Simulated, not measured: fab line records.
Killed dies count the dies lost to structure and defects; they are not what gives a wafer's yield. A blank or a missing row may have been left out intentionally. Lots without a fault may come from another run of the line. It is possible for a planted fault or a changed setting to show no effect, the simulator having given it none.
fab line records -- flow sky130
record lots=13, wafers=39, last_day=50
route steps=708 shown FIELD_ISO@5 SONOS_TUNNEL@163 LI_CONTACT@363
lots that met no fault: taken from a fault-free run of the same line
start_h: start of the lot's first displayed wafer, in hours after the record's first day -- wait_h: time in hours since the lot's previous step -- " the same as in the row above -- L1.1+2: a row that stands for several wafers -- - value missing, or start not given -- * or withheld: withheld -- < > ~ a bound
route shown NAME@n: names a module that has steps shown in the file, with the first one's number in the route -- usual: average and standard deviation across the fault-free wafers -- same: alike in all rows -- chamber/n: place in a boat -- sites: readings site by site -- _std_site: standard deviation of those values -- _edge_site: the outer-site mean with the inner-site mean subtracted -- radius_mm: how far each site lies from the wafer's centre -- mask NAME#n: copy n -- behind: the last tool/chamber to shape the wafer -- hold: what put the lot on hold/how long, in hours/how the hold closed -- device: names the non-switching transistor (n, p or np) -- end of line: tests run on the same wafers once the route is complete -- a step with no rows: only its recipe -- killed: count of dies lost to structure and defects at first sort (not the wafer's yield) -- map: a wafer's dies, x killed, . not, _ none there
set.NAME: the setting that was run; set.NAME@STEP: the one run at that earlier step -- model.NAME: the simulator's own value behind a step, which no gauge read
the route's steps for a sample of lots (tables are steps, rows are wafers)
services: when a tool's chamber went out of use (start_h, in hours from the record's first day, below 0 if earlier), for how many hours, and the reason
## steps
# step SKY_FIELD_ISO_THK_MEAS_04
# recipe reads=Si3N4_of_FIELD_ISO_CVD_03
# usual FIELD_ISO_CVD_03_THK=149.6/1.4
lot.wafer,tool,chamber,start_h,wait_h,FIELD_ISO_CVD_03_THK[nm]
L490.1,film_metro-01,-,19.53,0.0,150.1
L490.3,film_metro-01,-,19.53,0.0,150.8
L490.5,film_metro-01,-,19.53,0.0,150.2
L491.4,film_metro-02,-,25.42,0.0,149.4
L491.5,film_metro-02,-,25.42,0.0,149.9
L491.6,film_metro-02,-,25.42,0.0,150.5
L492.1,film_metro-01,-,29.38,0.0,149.7
L492.2,film_metro-01,-,29.38,0.0,150.0
L492.4,film_metro-01,-,29.38,0.0,149.5
L493.1,film_metro-02,-,35.53,0.0,149.3
L493.3,film_metro-02,-,35.53,0.0,149.5
L493.6,film_metro-02,-,35.53,0.0,148.5
L494.1,film_metro-01,-,39.59,0.0,148.0
L494.2,film_metro-01,-,39.59,0.0,149.0
L494.5,film_metro-01,-,39.59,0.0,148.5
L495.1,film_metro-02,-,45.39,0.0,150.1
L495.3,film_metro-02,-,45.39,0.0,151.7
L495.4,film_metro-02,-,45.39,0.0,150.6
L496.1,film_metro-01,-,49.74,0.0,147.7
L496.2,film_metro-01,-,49.74,0.0,148.3
L496.3,film_metro-01,-,49.74,0.0,147.5
L504.1,film_metro-03,-,88.48,0.0,152.2
L504.2,film_metro-03,-,88.48,0.0,152.6
L504.4,film_metro-03,-,88.48,0.0,152.1
L505.3,film_metro-01,-,93.50,0.0,152.4
L505.5,film_metro-01,-,93.50,0.0,150.6
L505.6,film_metro-01,-,93.50,0.0,150.6
L507.1,film_metro-03,-,103.48,0.0,148.6
L507.2,film_metro-03,-,103.48,0.0,150.0
L507.5,film_metro-03,-,103.48,0.0,149.0
L508.3,film_metro-02,-,110.32,0.0,147.6
L508.5,film_metro-02,-,110.32,0.0,147.5
L508.6,film_metro-02,-,110.32,0.0,148.2
L510.1,film_metro-03,-,119.47,0.0,149.4
L510.3,film_metro-03,-,119.47,0.0,149.8
L510.4,film_metro-03,-,119.47,0.0,150.7
L512.2,film_metro-02,-,130.28,0.0,152.9
L512.3,film_metro-02,-,130.28,0.0,152.2
L512.5,film_metro-02,-,130.28,0.0,153.3
# step SKY_FIELD_ISO_CMP_27
# recipe stop_on=Si3N4, t_overpolish_s=16, down_force_psi=4, platen_rpm=60, target_thk_nm=457.8, pad_velocity_m_s=0.94248
# usual motor_current_A=12.0/1.5, overpolish_run_s=16.001/0.01, time_to_endpoint_s=112/6.3
lot.wafer,tool,chamber,start_h,wait_h,motor_current_A,overpolish_run_s,time_to_endpoint_s
L490.3,cmp-01,1,39.20,0.1,14.0,16.009,118
L490.1,cmp-01,2,39.20,0.1,10.5,16.004,111
L490.5,cmp-01,0,39.20,0.1,11.4,16.011,121
L491.4,cmp-02,3,46.93,0.1,10.3,15.989,106
L491.6,cmp-02,2,46.93,0.1,11.6,15.994,115
L491.5,cmp-02,3,46.93,0.1,10.3,16.004,108
L492.2,cmp-02,2,50.88,0.1,11.1,16.015,116
L492.4,cmp-02,3,50.88,0.1,10.2,15.997,106
L492.1,cmp-02,0,50.88,0.1,13.9,15.991,109
L493.3,cmp-01,1,55.02,0.0,15.0,16.000,125
L493.1,cmp-01,3,55.02,0.0,11.6,15.992,115
L493.6,cmp-01,2,55.02,0.0,10.5,15.992,116
L494.2,cmp-02,0,59.75,0.1,13.7,16.001,108
L494.1,cmp-02,1,59.75,0.1,12.5,16.011,112
L494.5,cmp-02,3,59.75,0.1,10.2,16.017,102
L495.1,cmp-01,3,66.44,0.0,11.7,16.001,117
L495.3,cmp-01,0,66.44,0.0,11.3,15.977,118
L495.4,cmp-01,1,66.44,0.0,14.5,16.008,117
L496.2,cmp-01,2,70.26,0.0,10.0,15.989,116
L496.1,cmp-01,3,70.26,0.0,11.6,15.989,116
L496.3,cmp-01,0,70.26,0.0,12.1,16.000,125
L504.2,cmp-02,1,110.48,0.1,12.4,16.007,112
L504.1,cmp-02,2,110.48,0.1,11.9,15.995,111
L504.4,cmp-02,3,110.48,0.1,10.6,15.996,103
L505.3,cmp-02,0,115.75,0.1,13.9,16.013,103
L505.5,cmp-02,1,115.75,0.1,12.6,16.022,111
L505.6,cmp-02,2,115.75,0.1,10.8,15.995,109
L507.2,cmp-02,3,125.75,0.0,10.3,15.999,101
L507.1,cmp-02,0,125.75,0.0,14.6,16.026,107
L507.5,cmp-02,3,125.75,0.0,10.9,15.997,105
L508.3,cmp-01,1,133.40,0.0,15.0,16.021,111
L508.5,cmp-01,1,133.40,0.0,14.6,16.004,114
L508.6,cmp-01,2,133.40,0.0,10.4,16.001,108
L510.1,cmp-02,3,144.87,0.0,10.4,15.972,107
L510.3,cmp-02,0,144.87,0.0,12.7,16.007,109
L510.4,cmp-02,2,144.87,0.0,11.7,16.001,109
L512.2,cmp-01,1,153.76,0.1,14.9,15.996,120
L512.3,cmp-01,3,153.76,0.1,12.3,15.996,116
L512.5,cmp-01,1,153.76,0.1,14.5,15.980,117
# step SKY_SONOS_TUNNEL_IMPLANT_09
# recipe species=B, energy_kev=20, dose_cm2=1e+12, tilt_deg=withheld
# usual dose_ions_cm2=1.0001e+12/1.1e+09, faraday_current_uA=5.64/0.11
lot.wafer,tool,chamber,start_h,wait_h,dose_ions_cm2,faraday_current_uA
L490.1,implanter-01,0,257.00,0.0,9.997e+11,5.68
L490.3,implanter-01,0,257.00,0.0,9.996e+11,5.74
L490.5,implanter-01,0,257.00,0.0,1.0009e+12,5.60
L491.4,implanter-03,0,267.57,0.1,9.997e+11,5.62
L491.5,implanter-03,0,267.57,0.1,9.991e+11,5.72
L491.6,implanter-03,0,267.57,0.1,1e+12,5.60
L492.1,implanter-01,0,274.24,0.0,1.0017e+12,5.51
L492.2,implanter-01,0,274.24,0.0,9.99e+11,5.71
L492.4,implanter-01,0,274.24,0.0,9.998e+11,5.51
L493.1,implanter-01,0,280.29,0.0,1.0008e+12,5.70
L493.3,implanter-01,0,280.29,0.0,9.997e+11,5.65
L493.6,implanter-01,0,280.29,0.0,1.0012e+12,5.68
L494.1,implanter-01,0,286.27,0.0,6.131e+11,3.59
L494.2,implanter-01,0,286.27,0.0,6.141e+11,3.52
L494.5,implanter-01,0,286.27,0.0,6.149e+11,3.39
L495.1,implanter-01,0,294.96,0.0,6.143e+11,3.55
L495.3,implanter-01,0,294.96,0.0,6.143e+11,3.54
L495.4,implanter-01,0,294.96,0.0,6.15e+11,3.47
L496.1,implanter-01,0,302.55,0.0,6.177e+11,3.41
L496.2,implanter-01,0,302.55,0.0,6.161e+11,3.60
L496.3,implanter-01,0,302.55,0.0,6.181e+11,3.40
L504.1,implanter-01,0,364.54,0.0,1.0004e+12,5.53
L504.2,implanter-01,0,364.54,0.0,1.0015e+12,5.69
L504.4,implanter-01,0,364.54,0.0,1.0001e+12,5.60
L505.3,implanter-03,0,372.39,0.1,1.0006e+12,5.46
L505.5,implanter-03,0,372.39,0.1,1.0008e+12,5.73
L505.6,implanter-03,0,372.39,0.1,1.0003e+12,5.64
L507.1,implanter-04,0,388.01,0.0,1e+12,5.57
L507.2,implanter-04,0,388.01,0.0,1.0017e+12,5.52
L507.5,implanter-04,0,388.01,0.0,9.997e+11,5.53
L508.3,implanter-01,0,400.11,0.1,1.0004e+12,5.60
L508.5,implanter-01,0,400.11,0.1,9.985e+11,5.67
L508.6,implanter-01,0,400.11,0.1,1.0004e+12,5.65
L510.1,implanter-03,0,415.71,0.0,9.991e+11,5.36
L510.3,implanter-03,0,415.71,0.0,1.0009e+12,5.64
L510.4,implanter-03,0,415.71,0.0,9.999e+11,5.65
L512.2,implanter-01,0,428.62,0.0,1.0008e+12,5.82
L512.3,implanter-01,0,428.62,0.0,9.997e+11,5.63
L512.5,implanter-01,0,428.62,0.0,1.0008e+12,5.72
# step SKY_SONOS_TUNNEL_TW_MEAS_12
# usual SONOS_TUNNEL_TW=197.1/1.2
lot.wafer,tool,chamber,start_h,wait_h,SONOS_TUNNEL_TW
L490.1,film_metro-01,-,257.42,0.0,198.6
L490.3,film_metro-01,-,257.42,0.0,197.3
L490.5,film_metro-01,-,257.42,0.0,198.6
L491.4,film_metro-03,-,267.96,0.0,195.7
L491.5,film_metro-03,-,267.96,0.0,196.0
L491.6,film_metro-03,-,267.96,0.0,195.3
L492.1,film_metro-04,-,274.68,0.0,197.4
L492.2,film_metro-04,-,274.68,0.0,196.6
L492.4,film_metro-04,-,274.68,0.0,199.0
L493.1,film_metro-04,-,280.70,0.0,197.5
L493.3,film_metro-04,-,280.70,0.0,197.6
L493.6,film_metro-04,-,280.70,0.0,196.6
L494.1,film_metro-04,-,286.70,0.0,171.9
L494.2,film_metro-04,-,286.70,0.0,171.5
L494.5,film_metro-04,-,286.70,0.0,172.5
L495.1,film_metro-04,-,295.43,0.0,173.2
L495.3,film_metro-04,-,295.43,0.0,172.0
L495.4,film_metro-04,-,295.43,0.0,173.1
L496.1,film_metro-01,-,302.96,0.0,173.5
L496.2,film_metro-01,-,302.96,0.0,172.9
L496.3,film_metro-01,-,302.96,0.0,174.1
L504.1,film_metro-03,-,364.96,0.0,196.4
L504.2,film_metro-03,-,364.96,0.0,196.9
L504.4,film_metro-03,-,364.96,0.0,196.0
L505.3,film_metro-01,-,372.77,0.0,196.2
L505.5,film_metro-01,-,372.77,0.0,196.5
L505.6,film_metro-01,-,372.77,0.0,197.1
L507.1,film_metro-03,-,388.43,0.0,194.9
L507.2,film_metro-03,-,388.43,0.0,194.9
L507.5,film_metro-03,-,388.43,0.0,194.8
L508.3,film_metro-04,-,400.49,0.0,197.2
L508.5,film_metro-04,-,400.49,0.0,196.8
L508.6,film_metro-04,-,400.49,0.0,196.7
L510.1,film_metro-03,-,416.12,0.0,196.9
L510.3,film_metro-03,-,416.12,0.0,195.9
L510.4,film_metro-03,-,416.12,0.0,195.6
L512.2,film_metro-01,-,429.05,0.0,197.7
L512.3,film_metro-01,-,429.05,0.0,197.0
L512.5,film_metro-01,-,429.05,0.0,196.5
# step SKY_LI_CONTACT_THK_MEAS_01
# recipe reads=PSG_of_LI_CONTACT_HDPCVD_00
# usual LI_CONTACT_HDPCVD_THK=920/14
lot.wafer,tool,chamber,start_h,wait_h,LI_CONTACT_HDPCVD_THK[nm]
L490.1,film_metro-02,-,654.51,0.1,936
L490.3,film_metro-02,-,654.51,0.1,931
L490.5,film_metro-02,-,654.51,0.1,932
L491.4,film_metro-02,-,666.22,0.0,933
L491.5,film_metro-02,-,666.22,0.0,934
L491.6,film_metro-02,-,666.22,0.0,917
L492.1,film_metro-04,-,670.61,0.1,888
L492.2,film_metro-04,-,670.61,0.1,910
L492.4,film_metro-04,-,670.61,0.1,896
L493.1,film_metro-02,-,690.12,0.1,909
L493.3,film_metro-02,-,690.12,0.1,900
L493.6,film_metro-02,-,690.12,0.1,909
L494.1,film_metro-02,-,702.66,0.1,919
L494.2,film_metro-02,-,702.66,0.1,933
L494.5,film_metro-02,-,702.66,0.1,919
L496.1,film_metro-01,-,703.32,0.1,926
L496.2,film_metro-01,-,703.32,0.1,926
L496.3,film_metro-01,-,703.32,0.1,921
L495.1,film_metro-04,-,703.45,0.1,919
L495.3,film_metro-04,-,703.45,0.1,891
L495.4,film_metro-04,-,703.45,0.1,896
L504.1,film_metro-02,-,764.35,0.1,927
L504.2,film_metro-02,-,764.35,0.1,940
L504.4,film_metro-02,-,764.35,0.1,929
L505.3,film_metro-04,-,774.17,0.1,912
L505.5,film_metro-04,-,774.17,0.1,917
L505.6,film_metro-04,-,774.17,0.1,899
L507.1,film_metro-04,-,791.28,0.1,914
L507.2,film_metro-04,-,791.28,0.1,912
L507.5,film_metro-04,-,791.28,0.1,903
L508.3,film_metro-04,-,798.06,0.1,907
L508.5,film_metro-04,-,798.06,0.1,914
L508.6,film_metro-04,-,798.06,0.1,905
L510.1,film_metro-02,-,835.42,0.1,925
L510.3,film_metro-02,-,835.42,0.1,934
L510.4,film_metro-02,-,835.42,0.1,923
L512.2,film_metro-02,-,837.00,0.1,931
L512.3,film_metro-02,-,837.00,0.1,913
L512.5,film_metro-02,-,837.00,0.1,908
## services
tool,chamber,start_h,hours,kind
cmp-01,-,45.64,6.1,pm
implanter-03,-,50.69,1.8,repair
cmp-02,-,64.00,4.0,pm
cmp-02,-,68.72,2.1,repair
implanter-01,-,101.34,0.6,repair
cmp-01,-,175.13,0.4,repair
cmp-02,-,194.14,8.3,pm
cmp-01,-,216.47,0.9,repair
cmp-01,-,216.86,0.9,repair
cmp-01,-,224.44,0.8,repair
cmp-02,-,226.51,3.8,pm
cmp-01,-,232.00,4.0,pm
cmp-01,-,281.55,1.6,repair
cmp-01,-,301.20,1.0,repair
cmp-02,-,330.26,0.4,repair
cmp-02,-,336.04,1.0,repair
cmp-01,-,337.47,0.8,repair
cmp-02,-,340.06,1.7,repair
cmp-02,-,354.60,3.0,repair
implanter-01,-,393.61,4.6,pm
cmp-02,-,404.00,4.0,pm
cmp-01,-,414.86,6.6,pm
cmp-01,-,422.09,1.2,repair
cmp-02,-,423.07,1.1,repair
## key
first_sign step=SKY_SONOS_TUNNEL_IMPLANT_09, reading=dose_ions_cm2, direction=down, sigmas=99+, usual=*, struck=*
effect step=SKY_SONOS_TUNNEL_IMPLANT_09, reading=faraday_current_uA, direction=down, sigmas=19, usual=5.64, struck=3.50
effect step=SKY_SONOS_TUNNEL_TW_MEAS_12, reading=SONOS_TUNNEL_TW, direction=down, sigmas=21, usual=197.1, struck=172.8
met_at SKY_SONOS_TUNNEL_IMPLANT_09
struck_lots L494,L495,L496
tester_left_out L494,L495,L496
not_acting_at SKY_FIELD_ISO_THK_MEAS_04,SKY_FIELD_ISO_CMP_27,SKY_LI_CONTACT_THK_MEAS_01
onset_between 280.29 286.27
fault kind=process_parameter_drift, tool=implanter-01, chamber=-, onset_h=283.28, steps=SKY_SONOS_TUNNEL_IMPLANT_09, channel=dose_cm2, offset=*, shape=step, end_h=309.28, acts_in=*, stated=*
# tester_left_out: of these lots the tester's yield and bins aren't shown, on N5 and GAA mostly nor the transistor test; their killed dies are dies lost to structure and defects alone, not to doping, threshold or leakage, so they don't give the yield
